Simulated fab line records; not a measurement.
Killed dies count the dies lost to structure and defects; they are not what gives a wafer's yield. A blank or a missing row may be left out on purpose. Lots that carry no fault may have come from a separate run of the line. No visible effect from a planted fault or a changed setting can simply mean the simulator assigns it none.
fab line records | flow sky130
record lots=5 | wafers=15 | last-day=50
route steps=708 shown LDD_P@259 LDD_HVN@267 LDD_HVP@278 PAD_OPEN@708
lots with no fault: from the same line, run without faults
start-h: hours from the record's opening day to when the first of the lot's shown wafers began | wait-h: how many hours have passed since the lot's step before this one | " identical to the entry in the row above | L1.1+2: one row covering several wafers at once | - no value present, or no start provided | * or withheld: withheld | < > ~ a bound
route shown NAME@n: NAME is a module with steps in the file, n the number in the route of the first one | usual: mean and standard deviation over wafers with no fault | same: alike in all rows | chamber/n: place in a boat | sites: the reading at each site | _std_site: their standard deviation | _edge_site: outer sites' mean less inner sites' | radius-mm: for every site, how far away it sits from the centre of the wafer | mask NAME#n: copy n | behind: tool/chamber where the wafer was last shaped | hold: why the lot was held/for how many hours/how that ended | device: names the non-switching transistor (n, p or np) | end of line: at the end of the route, the tests of the same wafers | for a step that has no rows: nothing shown but its recipe | killed: not the wafer's yield, but the dies lost to structure and defects at the first sort | map: the dies of a wafer, with x for killed, . for not killed, _ for no die there
set.NAME: setting as actually run; set.NAME@STEP: the setting as run at that earlier step | model.NAME: the simulator's own value behind a step, which no gauge read
certain route steps with their lots: each step a table, each wafer a row
services: from which hour (start-h, from the record's first day; less than 0 if before it) a tool's chamber was out of use, for how many hours, and why
## steps
# step SKY_LDD_P_EXPOSE_04
# recipe mask-id=PSDM | na=0.6 | source-shape=conventional | sigma-outer=0.6 | polarization=unpolarized | target-cd-nm=380 | dose-mj=138
# step SKY_LDD_P_PEB_05
# recipe temp-c=withheld | time-s=* | resist=NOVOLAK
# step SKY_LDD_P_DEVELOP_06
# recipe resist=NOVOLAK | developer=TMAH | develop-time-s=60 | dev-temp-c=23
# step SKY_LDD_P_CD_MEAS_07
# recipe target-cd-nm=380
# usual cd-nm=381.1/1.9
lot.wafer | tool      | chamber | start-h | wait-h | cd-nm
L791.1    | cd-sem-01 | -       | 505.61  | 0.1    | 376.1
L791.2    | "         | -       | "       | "      | 378.6
L791.4    | "         | -       | "       | "      | 378.6
L797.3    | cd-sem-01 | -       | 563.85  | 0.1    | 379.7
L797.4    | "         | -       | "       | "      | 380.0
L797.6    | "         | -       | "       | "      | 380.8
L801.1    | cd-sem-02 | -       | 595.25  | 0.1    | 380.5
L801.3    | "         | -       | "       | "      | 383.2
L801.4    | "         | -       | "       | "      | 379.8
L800.2    | cd-sem-01 | -       | 597.02  | 0.1    | 381.0
L800.5    | "         | -       | "       | "      | 380.2
L800.6    | "         | -       | "       | "      | 382.2
L805.1    | cd-sem-01 | -       | 629.15  | 0.1    | 384.1
L805.2    | "         | -       | "       | "      | 380.5
L805.6    | "         | -       | "       | "      | 383.7
# step SKY_LDD_P_OVL_MEAS_08
# usual LDD_P_OVL=-2.1/1.3
lot.wafer | tool       | chamber | start-h | wait-h | LDD_P_OVL[nm]
L791.1    | overlay-02 | -       | 505.73  | 0.1    | -2.2
L791.2    | "          | -       | "       | "      | -1.9
L791.4    | "          | -       | "       | "      | -1.0
L797.3    | overlay-02 | -       | 563.94  | 0.1    | -1.8
L797.4    | "          | -       | "       | "      | -2.2
L797.6    | "          | -       | "       | "      | -1.6
L801.1    | overlay-01 | -       | 595.37  | 0.1    | -3.0
L801.3    | "          | -       | "       | "      | -1.9
L801.4    | "          | -       | "       | "      | -1.6
L800.2    | overlay-01 | -       | 597.12  | 0.1    | -2.0
L800.5    | "          | -       | "       | "      | -2.5
L800.6    | "          | -       | "       | "      | -5.2
L805.1    | overlay-01 | -       | 629.27  | 0.1    | -1.2
L805.2    | "          | -       | "       | "      | -0.9
L805.6    | "          | -       | "       | "      | -1.6
# step SKY_LDD_P_IMPLANT_09
# recipe species=BF2 | energy-kev=25 | dose-cm2=1e+13 | tilt-deg=withheld
# step SKY_LDD_P_STRIP_10
# recipe chemistry=O2/N2 | power-w=1400 | pressure-mtorr=1500 | platen-temp-c=withheld | o2-flow-sccm=3000 | n2-flow-sccm=300 | overash-fraction=0.5
# usual drypump-motor-current-A=5.76/0.24 | n2-flow-sccm=299.9/0.88 | oes-product-au=0.716/0.0044 | strip-time-to-endpoint-s=14.18/0.042
lot.wafer | tool            | chamber | start-h | wait-h | drypump-motor-current-A | n2-flow-sccm | oes-product-au | rf-hours-counter-h | strip-time-to-endpoint-s
L791.1    | plasma-asher-04 | 0       | 505.92  | 0.1    | 6.21                    | 300.7        | 0.719          | 70                 | 14.15
L791.2    | "               | 1       | "       | "      | 5.80                    | 299.6        | 0.724          | 70                 | 14.09
L791.4    | "               | 1       | "       | "      | 5.79                    | 300.7        | 0.720          | -                  | 14.20
L797.3    | plasma-asher-02 | 1       | 564.15  | 0.1    | 5.51                    | 300.4        | 0.713          | -                  | 14.13
L797.4    | "               | 0       | "       | "      | 5.64                    | 299.6        | 0.709          | -                  | 14.12
L797.6    | "               | 0       | "       | "      | 5.61                    | 300.4        | 0.717          | -                  | 14.19
L801.1    | plasma-asher-04 | 1       | 595.55  | 0.1    | 5.78                    | 299.9        | 0.724          | 79                 | 14.18
L801.3    | "               | 0       | "       | "      | 6.23                    | 300.6        | 0.722          | -                  | 14.21
L801.4    | "               | 1       | "       | "      | 5.78                    | 300.4        | 0.718          | -                  | 14.21
L800.2    | plasma-asher-01 | 1       | 597.30  | 0.1    | 5.83                    | 300.5        | 0.715          | 16                 | 14.10
L800.5    | "               | 0       | "       | "      | 5.59                    | 300.4        | 0.708          | -                  | 14.13
L800.6    | "               | 1       | "       | "      | 5.84                    | 299.0        | 0.715          | -                  | 14.12
L805.1    | plasma-asher-01 | 1       | 629.45  | 0.1    | 5.84                    | 300.5        | 0.718          | 20                 | 14.19
L805.2    | "               | 0       | "       | "      | 5.59                    | 299.1        | 0.716          | 20                 | 14.19
L805.6    | "               | 0       | "       | "      | 5.58                    | 299.9        | 0.715          | -                  | 14.21
# step SKY_LDD_P_TW_MEAS_11
# usual LDD_P_TW=639/6.2
lot.wafer | tool          | chamber | start-h | wait-h | LDD_P_TW
L791.1    | film-metro-01 | -       | 506.02  | 0.1    | 643
L791.2    | "             | -       | "       | "      | 639
L791.4    | "             | -       | "       | "      | 641
L797.3    | film-metro-04 | -       | 564.24  | 0.1    | 631
L797.4    | "             | -       | "       | "      | 633
L797.6    | "             | -       | "       | "      | 632
L801.1    | film-metro-04 | -       | 595.65  | 0.1    | 628
L801.3    | "             | -       | "       | "      | 629
L801.4    | "             | -       | "       | "      | 630
L800.2    | film-metro-04 | -       | 597.41  | 0.1    | 628
L800.5    | "             | -       | "       | "      | 631
L800.6    | "             | -       | "       | "      | 631
L805.1    | film-metro-04 | -       | 629.55  | 0.1    | 635
L805.2    | "             | -       | "       | "      | 632
L805.6    | "             | -       | "       | "      | 637
# step SKY_LDD_HVN_DEHYDRATE_00
# recipe temp-c=200 | time-s=60
# step SKY_LDD_HVN_HMDS_01
# recipe prime-time-s=60 | prime-temp-c=120
# step SKY_LDD_HVN_COAT_02
# recipe resist=NOVOLAK | spin-rpm=3000 | resist-thk-nm=300
# step SKY_LDD_HVN_SOFTBAKE_03
# recipe temp-c=90 | time-s=60 | resist=NOVOLAK
# step SKY_LDD_HVN_EXPOSE_04
# recipe mask-id=HVNTM | na=0.6 | source-shape=conventional | sigma-outer=0.6 | polarization=unpolarized | target-cd-nm=700 | dose-mj=127
lot.wafer  | tool             | chamber | start-h | wait-h | mask
L791.1+2+4 | iline-stepper-02 | 0       | 521.15  | -      | PSDM#0
L797.3+4+6 | iline-stepper-01 | 0       | 579.87  | -      | HVNTM#0
L801.1+3+4 | iline-stepper-02 | 0       | 610.19  | -      | HVNTM#0
L800.2+5+6 | iline-stepper-01 | 0       | 612.59  | -      | HVNTM#0
L805.1+2+6 | iline-stepper-02 | 0       | 644.82  | -      | HVNTM#0
# step SKY_LDD_HVN_PEB_05
# recipe temp-c=withheld | time-s=* | resist=NOVOLAK
# step SKY_LDD_HVN_DEVELOP_06
# recipe resist=NOVOLAK | developer=TMAH | develop-time-s=60 | dev-temp-c=23
# step SKY_LDD_HVN_OVL_MEAS_07
# usual LDD_HVN_OVL=-0.7/1.2
lot.wafer | tool       | chamber | start-h | wait-h | LDD_HVN_OVL[nm]
L791.1    | overlay-02 | -       | 536.58  | 0.1    | -
L791.2    | "          | -       | "       | "      | -
L791.4    | "          | -       | "       | "      | -
L797.3    | overlay-02 | -       | 593.93  | 0.1    | 1.3
L797.4    | "          | -       | "       | "      | 0.2
L797.6    | "          | -       | "       | "      | 1.2
L801.1    | overlay-02 | -       | 624.07  | 0.1    | -0.4
L801.3    | "          | -       | "       | "      | -0.5
L801.4    | "          | -       | "       | "      | -0.4
L800.2    | overlay-02 | -       | 626.78  | 0.1    | -1.3
L800.5    | "          | -       | "       | "      | 0.5
L800.6    | "          | -       | "       | "      | 0.4
L805.1    | overlay-01 | -       | 657.97  | 0.1    | -2.0
L805.2    | "          | -       | "       | "      | -0.1
L805.6    | "          | -       | "       | "      | -0.1
# step SKY_LDD_HVN_IMPLANT_08
# recipe species=P | energy-kev=60 | dose-cm2=3e+13 | tilt-deg=40
# step SKY_LDD_HVN_STRIP_09
# recipe chemistry=O2/N2 | power-w=1400 | pressure-mtorr=1500 | platen-temp-c=withheld | o2-flow-sccm=3000 | n2-flow-sccm=300 | overash-fraction=0.5
# usual drypump-motor-current-A=5.7/0.33 | n2-flow-sccm=300.0/0.95 | oes-product-au=0.409/0.0045 | strip-time-to-endpoint-s=4.134/0.014
lot.wafer | tool            | chamber | start-h | wait-h | drypump-motor-current-A | n2-flow-sccm | oes-product-au | rf-hours-counter-h | strip-time-to-endpoint-s
L791.1    | plasma-asher-03 | 0       | 536.77  | 0.1    | 5.2                     | 299.0        | 0.415          | 82                 | 4.140
L791.2    | "               | 1       | "       | "      | 5.7                     | 300.1        | 0.411          | 82                 | 4.129
L791.4    | "               | 1       | "       | "      | 5.7                     | 298.6        | 0.405          | -                  | 4.147
L797.3    | plasma-asher-04 | 1       | 594.14  | 0.1    | 5.8                     | 300.7        | 0.406          | -                  | 4.139
L797.4    | "               | 0       | "       | "      | 6.2                     | 299.9        | 0.408          | -                  | 4.154
L797.6    | "               | 1       | "       | "      | 5.8                     | 301.2        | 0.409          | -                  | 4.160
L801.1    | plasma-asher-03 | 1       | 624.26  | 0.1    | 5.7                     | 299.8        | 0.408          | 90                 | 4.152
L801.3    | "               | 0       | "       | "      | 5.1                     | 300.0        | 0.409          | -                  | 4.146
L801.4    | "               | 1       | "       | "      | 5.7                     | 299.6        | 0.412          | -                  | 4.147
L800.2    | plasma-asher-04 | 1       | 626.96  | 0.1    | 5.8                     | 300.2        | 0.411          | 82                 | 4.129
L800.5    | "               | 0       | "       | "      | 6.2                     | 300.5        | 0.410          | -                  | 4.124
L800.6    | "               | 1       | "       | "      | 5.8                     | 299.7        | 0.408          | -                  | 4.108
L805.1    | plasma-asher-04 | 0       | 658.16  | 0.1    | 6.2                     | 299.3        | 0.409          | 86                 | 4.125
L805.2    | "               | 1       | "       | "      | 5.8                     | 299.8        | 0.413          | 86                 | 4.138
L805.6    | "               | 1       | "       | "      | 5.8                     | 299.6        | 0.409          | -                  | 4.123
# step SKY_LDD_HVN_TW_MEAS_10
# usual LDD_HVN_TW=1439/10
lot.wafer | tool          | chamber | start-h | wait-h | LDD_HVN_TW
L791.1    | film-metro-02 | -       | 536.87  | 0.1    | 30
L791.2    | "             | -       | "       | "      | 30
L791.4    | "             | -       | "       | "      | 30
L797.3    | film-metro-03 | -       | 594.23  | 0.1    | 1454
L797.4    | "             | -       | "       | "      | 1444
L797.6    | "             | -       | "       | "      | 1430
L801.1    | film-metro-04 | -       | 624.36  | 0.1    | 1441
L801.3    | "             | -       | "       | "      | 1438
L801.4    | "             | -       | "       | "      | 1434
L800.2    | film-metro-04 | -       | 627.07  | 0.1    | 1432
L800.5    | "             | -       | "       | "      | 1436
L800.6    | "             | -       | "       | "      | 1441
L805.1    | film-metro-03 | -       | 658.26  | 0.1    | 1444
L805.2    | "             | -       | "       | "      | 1454
L805.6    | "             | -       | "       | "      | 1445
# step SKY_LDD_HVP_DEHYDRATE_00
# recipe temp-c=200 | time-s=60
# step SKY_PAD_OPEN_PROBE_99
lot.wafer | tool      | chamber | start-h | wait-h | model.etest.pfet_01v8.r-on-ohm-um | model.etest.pfet-g5v0d10v5.r-on-ohm-um | model.etest.pfet_16v.r-on-ohm-um | model.etest.nfet-g5v0d10v5.r-on-ohm-um | model.etest.pfet_01v8.drive-ua-um | model.etest.pfet_01v8_lvt.drive-ua-um | model.etest.pfet-g5v0d10v5.drive-ua-um | model.etest.nfet-g5v0d10v5.drive-ua-um
L791.1    | prober-01 | -       | 1123.40 | 0.1    | 6073                              | 6452                                   | 1.61e+04                         | 2257                                   | 59.77                             | 72.6                                  | 245                                    | 517.2
L791.2    | prober-01 | -       | 1123.45 | 0.1    | 6016                              | 6312                                   | 1.582e+04                        | 2247                                   | 59.66                             | 73.35                                 | 249                                    | 515.3
L791.4    | prober-01 | -       | 1123.55 | 0.2    | 5913                              | 6490                                   | 1.585e+04                        | 2257                                   | 61.52                             | 73.1                                  | 242.5                                  | 512.9
L797.3    | prober-01 | -       | 1165.76 | 0.2    | 2903                              | 4710                                   | 1.5e+04                          | 1855                                   | 196.6                             | 176                                   | 345.5                                  | 616
L797.4    | prober-01 | -       | 1165.81 | 0.2    | 2916                              | 4645                                   | 1.515e+04                        | 1866                                   | 191.2                             | 175.4                                 | 347.1                                  | 618.7
L797.6    | prober-01 | -       | 1165.91 | 0.2    | 2860                              | 4675                                   | 1.478e+04                        | 1847                                   | 196.8                             | 175.8                                 | 349.6                                  | 618.7
L801.1    | prober-02 | -       | 1179.65 | 0.1    | 2908                              | 4796                                   | 1.522e+04                        | 1868                                   | 190.9                             | 173.9                                 | 335.3                                  | 600.9
L801.3    | prober-02 | -       | 1179.75 | 0.2    | 2928                              | 4721                                   | 1.511e+04                        | 1854                                   | 191.3                             | 174.2                                 | 341.3                                  | 606.8
L801.4    | prober-02 | -       | 1179.80 | 0.2    | 2865                              | 4756                                   | 1.534e+04                        | 1873                                   | 193.3                             | 173.7                                 | 337.6                                  | 598.5
L800.2    | prober-01 | -       | 1181.54 | 0.1    | 2917                              | 4793                                   | 1.514e+04                        | 1887                                   | 190.8                             | 173.3                                 | 342.6                                  | 601.9
L800.5    | prober-01 | -       | 1181.69 | 0.2    | 2934                              | 4759                                   | 1.499e+04                        | 1903                                   | 189.8                             | 175.3                                 | 338.2                                  | 603.2
L800.6    | prober-01 | -       | 1181.74 | 0.2    | 2925                              | 4741                                   | 1.489e+04                        | 1889                                   | 191.1                             | 175.2                                 | 343.4                                  | 608.1
L805.1    | prober-02 | -       | 1201.74 | 0.1    | 2914                              | 4711                                   | 1.51e+04                         | 1879                                   | 191.7                             | 175.6                                 | 340.9                                  | 599
L805.2    | prober-02 | -       | 1201.79 | 0.1    | 2988                              | 4801                                   | 1.531e+04                        | 1893                                   | 186.7                             | 171.9                                 | 343.8                                  | 600.1
L805.6    | prober-02 | -       | 1201.99 | 0.2    | 2978                              | 4725                                   | 1.511e+04                        | 1887                                   | 186.7                             | 174.3                                 | 342.9                                  | 596.7
# killed by level:class
L797.3 CONTACT:geometric-particle:open=10 VIA1:geometric-particle:open=8 LI_CONTACT:geometric-particle:open=6 CONTACT:geometric-particle:short=6 VIA3:geometric-particle:open=6 FIELD_ISO:geometric-particle:open=4 VIA2:geometric-particle:short=4 VIA2:geometric-particle:open=4
L797.4 CONTACT:geometric-particle:open=11 FIELD_ISO:geometric-particle:short=7 FIELD_ISO:geometric-particle:open=7 POLY_GATE:geometric-particle:short=7 VIA1:geometric-particle:open=7 LI_CONTACT:geometric-particle:open=6 VIA1:geometric-particle:short=6 VIA2:geometric-particle:open=6
L797.6 CONTACT:geometric-particle:open=11 LI_CONTACT:geometric-particle:open=10 CONTACT:geometric-particle:short=9 VIA3:geometric-particle:open=7 VIA1:geometric-particle:open=7 FIELD_ISO:geometric-particle:short=5 LOCAL_INTERCONNECT:geometric-particle:short=4 FIELD_ISO:geometric-particle:open=4
L801.1 VIA1:geometric-particle:open=11 VIA3:geometric-particle:open=11 LI_CONTACT:geometric-particle:open=9 CONTACT:geometric-particle:open=9 VIA2:geometric-particle:open=8 POLY_GATE:geometric-particle:short=6 METAL1:geometric-particle:short=6 CONTACT:geometric-particle:short=5
L801.3 METAL2:geometric-particle:short=10 CONTACT:geometric-particle:open=9 LI_CONTACT:geometric-particle:open=8 CONTACT:geometric-particle:short=6 VIA1:geometric-particle:open=6 VIA3:geometric-particle:open=5 VIA3:geometric-particle:short=4 METAL4:geometric-particle:short=4
L801.4 LI_CONTACT:geometric-particle:open=14 VIA1:geometric-particle:open=10 VIA1:geometric-particle:short=10 METAL1:geometric-particle:short=8 CONTACT:geometric-particle:open=7 LOCAL_INTERCONNECT:geometric-particle:short=5 POLY_GATE:geometric-particle:short=4 VIA2:geometric-particle:open=4
L800.2 CONTACT:geometric-particle:open=10 VIA3:geometric-particle:open=8 METAL1:geometric-particle:short=7 VIA1:geometric-particle:open=7 VIA2:geometric-particle:open=5 METAL3:geometric-particle:short=5 POLY_GATE:geometric-particle:open=4 LOCAL_INTERCONNECT:geometric-particle:open=4
L800.5 VIA1:geometric-particle:open=11 METAL1:geometric-particle:short=8 LOCAL_INTERCONNECT:geometric-particle:short=7 VIA3:geometric-particle:open=6 METAL4:geometric-particle:short=6 FIELD_ISO:geometric-particle:open=5 CONTACT:geometric-particle:short=5 VIA2:geometric-particle:open=5
L800.6 LOCAL_INTERCONNECT:geometric-particle:short=10 CONTACT:geometric-particle:open=7 VIA2:geometric-particle:open=7 CONTACT:geometric-particle:short=6 FIELD_ISO:geometric-particle:open=5 POLY_GATE:geometric-particle:short=5 VIA3:geometric-particle:open=5 METAL2:geometric-particle:short=5
L805.1 VIA3:geometric-particle:open=9 VIA1:geometric-particle:short=8 VIA1:geometric-particle:open=8 CONTACT:geometric-particle:open=7 FIELD_ISO:geometric-particle:open=5 LOCAL_INTERCONNECT:geometric-particle:short=5 VIA2:geometric-particle:open=5 LI_CONTACT:geometric-particle:open=4
L805.2 VIA1:geometric-particle:open=15 LI_CONTACT:geometric-particle:open=9 CONTACT:geometric-particle:open=7 METAL2:geometric-particle:short=6 LOCAL_INTERCONNECT:geometric-particle:short=6 VIA1:geometric-particle:short=6 VIA3:geometric-particle:open=6 VIA2:geometric-particle:open=5
L805.6 VIA1:geometric-particle:open=11 LI_CONTACT:geometric-particle:open=8 CONTACT:geometric-particle:open=8 VIA2:geometric-particle:open=7 VIA1:geometric-particle:short=6 METAL2:geometric-particle:short=6 VIA3:geometric-particle:open=6 METAL1:geometric-particle:short=4
## services
tool             | chamber | start-h | hours | kind
iline-stepper-01 | -       | 492.19  | 1.7   | pm
plasma-asher-04  | -       | 557.40  | 2.8   | pm
iline-stepper-01 | 0       | 567.86  | -     | calibration
iline-stepper-02 | -       | 589.09  | 1.7   | pm
plasma-asher-01  | -       | 594.49  | 1.9   | repair
plasma-asher-03  | -       | 605.77  | 6.0   | repair
iline-stepper-01 | -       | 615.91  | 3.8   | repair
plasma-asher-02  | -       | 631.54  | 77.4  | repair
iline-stepper-01 | -       | 642.91  | 2.1   | pm
iline-stepper-01 | -       | 644.99  | -     | consumable-replace:lamp
## key
first-sign step=SKY_LDD_HVN_EXPOSE_04 | reading=mask | direction=changed
effect step=SKY_LDD_HVN_OVL_MEAS_07 | reading=LDD_HVN_OVL | direction=missing
effect step=SKY_LDD_HVN_TW_MEAS_10 | reading=LDD_HVN_TW | direction=down | sigmas=99+ | usual=1439 | struck=30
model-effect step=SKY_PAD_OPEN_PROBE_99 | value=etest.pfet_01v8.r-on-ohm-um | without=2994 | struck=6001
met-at SKY_LDD_HVN_EXPOSE_04
struck-wafers L791.1,L791.2,L791.4
sort-left-out L791.1,L791.2,L791.4
tester-left-out L791
fault kind=wrong-mask | tool=any | chamber=- | onset-h=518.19 | steps=SKY_LDD_HVN_EXPOSE_04 | aux-copy=PSDM#0 | scope=struck-lots-only
# tester-left-out: of these lots the tester's yield and bins aren't shown, on N5 and GAA mostly nor the transistor test; their killed dies are dies lost to structure and defects alone, not to doping, threshold or leakage, so they don't give the yield
# sort-left-out: the simulated sort isn't trusted on such a fault, so these wafers' sort isn't shown, and their yield isn't known
